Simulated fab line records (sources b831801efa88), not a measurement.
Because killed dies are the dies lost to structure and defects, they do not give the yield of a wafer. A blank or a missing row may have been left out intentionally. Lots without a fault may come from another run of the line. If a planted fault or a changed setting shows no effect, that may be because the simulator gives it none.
Chamber matching + flow gf180mcu + GF_STI_CVD_23 on hdpcvd-01: 3 sister chambers
The step deposits SiO2, target thk 650 nm, time 108.3 s. 6 wafers are shown with their chamber, then 9 later ones without.

## WAFERS WITH THEIR CHAMBER
| wafer  | chamber | run length s (s) | pressure mtorr (mTorr) |
|--------|---------|------------------|------------------------|
| L822.4 | 1       | 136.7            | 6.001                  |
| L822.5 | 2       | 137.0            | 5.993                  |
| L822.6 | 0       | 135.6            | 6.003                  |
| L824.2 | 1       | 136.3            | 5.988                  |
| L824.4 | 0       | 135.9            | 5.999                  |
| L824.5 | 2       | 136.7            | 6.006                  |

## WAFERS MISSING THEIR CHAMBER
| wafer  | run length s (s) | pressure mtorr (mTorr) |
|--------|------------------|------------------------|
| L825.2 | 137.3            | 5.979                  |
| L825.3 | 136.3            | 5.987                  |
| L825.4 | 136.1            | 6.004                  |
| L826.1 | 136.6            | 5.995                  |
| L826.2 | 137.0            | 6.025                  |
| L826.6 | 137.2            | 6.004                  |
| L828.1 | 136.1            | 6.010                  |
| L828.2 | 137.2            | 5.998                  |
| L828.3 | 136.6            | 5.991                  |

## WHICH CHAMBER EACH WENT THROUGH
| wafer  | from the rows above          | in truth |
|--------|------------------------------|----------|
| L825.2 | can't be placed: 2 or 1      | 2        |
| L825.3 | can't be placed: 1 or 2 or 0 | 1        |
| L825.4 | can't be placed: 0 or 1 or 2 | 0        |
| L826.1 | can't be placed: 1 or 2      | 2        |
| L826.2 | can't be placed: 2 or 1      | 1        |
| L826.6 | can't be placed: 2 or 1      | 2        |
| L828.1 | can't be placed: 0 or 1 or 2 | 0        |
| L828.2 | can't be placed: 2 or 1      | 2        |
| L828.3 | can't be placed: 1 or 2      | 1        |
0 of 9 placed correctly. Can't be placed from these rows: 9 (the true chamber is among the candidates in 9). Number placed wrongly: 0.
How it was worked out, from the rows above alone: a wafer's distance from a chamber is the root of the sum, over the readings, of the square of ((its reading less the chamber's mean) divided by the reading's scatter). The wafer belongs to the nearest chamber; if the next one is less than 2 further off, it can't be placed. Each chamber's mean is taken over the wafers shown for it. The scatter: take each reading less its chamber's mean, square it, sum over the shown wafers, divide by the number of wafers less the number of chambers, and take the root.
